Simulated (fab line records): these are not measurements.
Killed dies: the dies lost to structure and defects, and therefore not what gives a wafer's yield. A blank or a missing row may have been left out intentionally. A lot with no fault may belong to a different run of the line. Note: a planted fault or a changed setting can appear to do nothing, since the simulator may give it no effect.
A struck lot beside a sound one -- flow sfq-line -- 21 out of 325 route steps
Sound: wafers L674.1, L674.2, L674.5. Struck: wafer L668.2 (L668.1, L668.3, from the same lot, were not struck and are left out); the cause is given at the end.
At each step with rows: each side's tool, then ch and its chambers, then its first start. Under that, the readings that differ: sound wafers -- struck wafers -- difference of the means -- sigmas: that difference in standard deviations of wafers without a fault.
alike: readings with means less than 2 such deviations apart, plus words and numbers identical on both sides. not compared: withheld readings, readings lacking a value on some wafer, bounds such as >300 that could conceal the same value, and numbers that have no deviation in the record and whose values overlap.
A row with sigmas, a row that says differs or no value, or rows on one side alone: a step with any of these is where the two part. Numbers that don't overlap but have no deviation are shown without sigmas and don't part them. A reading that every wafer of one side lacks parts them only if that side has two wafers or more.

first, 2 steps without rows for these wafers: SFQ_TRILAYER_M2_LITHO_PEB_060 (peb time 60 s); SFQ_TRILAYER_M2_LITHO_DEVELOP_059 (time 60 s).
SFQ_M2_OVL_MEAS_916:
  sound: overlay-01 at day 29 08:02; struck: overlay-01 at day 27 10:40
  alike: M2_OVL
then, 1 step without rows for these wafers: SFQ_TRILAYER_M2_BARC_OPEN_METAL_ETCH_077 (etches BARC in O2, target depth 125 nm, time 41.7 s).
SFQ_TRILAYER_M2_ETCH_METAL_ETCH_060: etches Nb in Cl2/Ar, stops on SiO2, target depth 240 nm, time 120 s.
  sound on rie-metal-03 ch 0,1, day 29 08:08; struck on rie-metal-03 ch 0, day 27 10:46
reading,sound,struck,difference,sigmas
oes-product-au (a.u.),0.889 0.889 0.895,0.866,-0.025,-4
  alike: chamber-pressure-mTorr, drypump-motor-current-A
  not compared: rf-hours-counter-h
then, 3 steps without rows for these wafers: SFQ_TRILAYER_M2_STRIP_STRIP_061 (strips in O2); SFQ_TRILAYER_M2_STRIP_SOLV_CLEAN_062 (cleans in NMP, time 600 s); SFQ_TRILAYER_I2_DEP_PECVD_063 (deposits SiO2 from SiH4/N2O, time 111.11 s, target thk 500 nm).
SFQ_TRILAYER_I2_CMP_CMP_064: polishes SiO2.
  sound on cmp-01 ch 1,2, day 29 12:11; struck on cmp-01 ch 2, day 27 12:48
reading,sound,struck,difference,sigmas
retaining-ring-pressure-frac,1.010 1.007 0.998,0.995,-0.010,-2
  alike: motor-current-A, time-to-endpoint-s
SFQ_I2_BOW_MEAS_917:
  sound: film-metro-01 at day 29 15:11; struck: film-metro-03 at day 27 15:48
  alike: I2_BOW
SFQ_TRILAYER_I2_METRO_MEASURE_065:
  sound: film-metro-01 at day 29 15:18; struck: film-metro-03 at day 27 15:55
reading,sound,struck,difference,sigmas
thk-nm (nm),198.9 199.7 199.2,201.1,+1.8,+2
then, 1 step without rows for these wafers: SFQ_TRILAYER_I2_VIA_LITHO_COAT_072 (resist thk 62 nm).
SFQ_TRILAYER_I2_VIA_LITHO_COAT_067: resist thk 650 nm.
  sound on litho-track-03 ch 0, day 29 16:48; struck on litho-track-01 ch 0, day 27 17:25
reading,sound,struck,difference,sigmas
model.KrF_of_TRILAYER_I2_VIA_LITHO_COAT_067.thk-nm (nm),650.3 649.1 649,701.5,+52.0,
then, 4 steps without rows for these wafers: SFQ_TRILAYER_I2_VIA_LITHO_SOFTBAKE_071; SFQ_TRILAYER_I2_VIA_LITHO_EXPOSE_068 (exposes mask I2, target cd 500 nm); SFQ_TRILAYER_I2_VIA_LITHO_PEB_070 (peb time 60 s); SFQ_TRILAYER_I2_VIA_LITHO_DEVELOP_069 (time 60 s).
SFQ_I2_OVL_MEAS_918:
  sound: overlay-01 at day 29 18:45; struck: overlay-01 at day 27 19:22
reading,sound,struck,difference,sigmas
I2_OVL (nm),3 5 4,-8,-12,-2
SFQ_TRILAYER_I2_VIA_BARC_OPEN_VIA_ETCH_096: etches BARC in O2, target depth 125 nm, time 41.7 s.
  sound on rie-diel-03 ch 0,2,3, day 29 18:47; struck on rie-diel-01 ch 1, day 27 19:24
  alike: chamber-pressure-mTorr, drypump-motor-current-A, oes-product-au
  not compared: rf-hours-counter-h
SFQ_TRILAYER_I2_VIA_ETCH_VIA_ETCH_070: etches SiO2 in CHF3, stops on Nb, target depth 260 nm.
  sound on rie-diel-03 ch 0,2,3, day 29 18:49; struck on rie-diel-01 ch 1, day 27 19:26
reading,sound,struck,difference,sigmas
model.KrF_of_TRILAYER_I2_VIA_LITHO_COAT_067.thk-nm (nm),529 527.9 527.3,578.1,+50.0,
  alike: chamber-pressure-mTorr, drypump-motor-current-A, oes-product-au
SFQ_TRILAYER_I2_VIA_STRIP_STRIP_071: strips in O2.
  sound on rie-metal-03 ch 0,1, day 29 18:56; struck on rie-metal-02 ch 0, day 27 19:34
  alike: chamber-pressure-mTorr, drypump-motor-current-A, oes-product-au
  not compared: rf-hours-counter-h

== WHERE THEY PART ==
Earliest at SFQ_TRILAYER_M2_ETCH_METAL_ETCH_060; latest, in this record, at SFQ_I2_OVL_MEAS_918. Later steps at which nothing parts them and some readings are alike: SFQ_TRILAYER_I2_VIA_BARC_OPEN_VIA_ETCH_096, SFQ_TRILAYER_I2_VIA_ETCH_VIA_ETCH_070, SFQ_TRILAYER_I2_VIA_STRIP_STRIP_071.

WHY: what had been put in by the simulator
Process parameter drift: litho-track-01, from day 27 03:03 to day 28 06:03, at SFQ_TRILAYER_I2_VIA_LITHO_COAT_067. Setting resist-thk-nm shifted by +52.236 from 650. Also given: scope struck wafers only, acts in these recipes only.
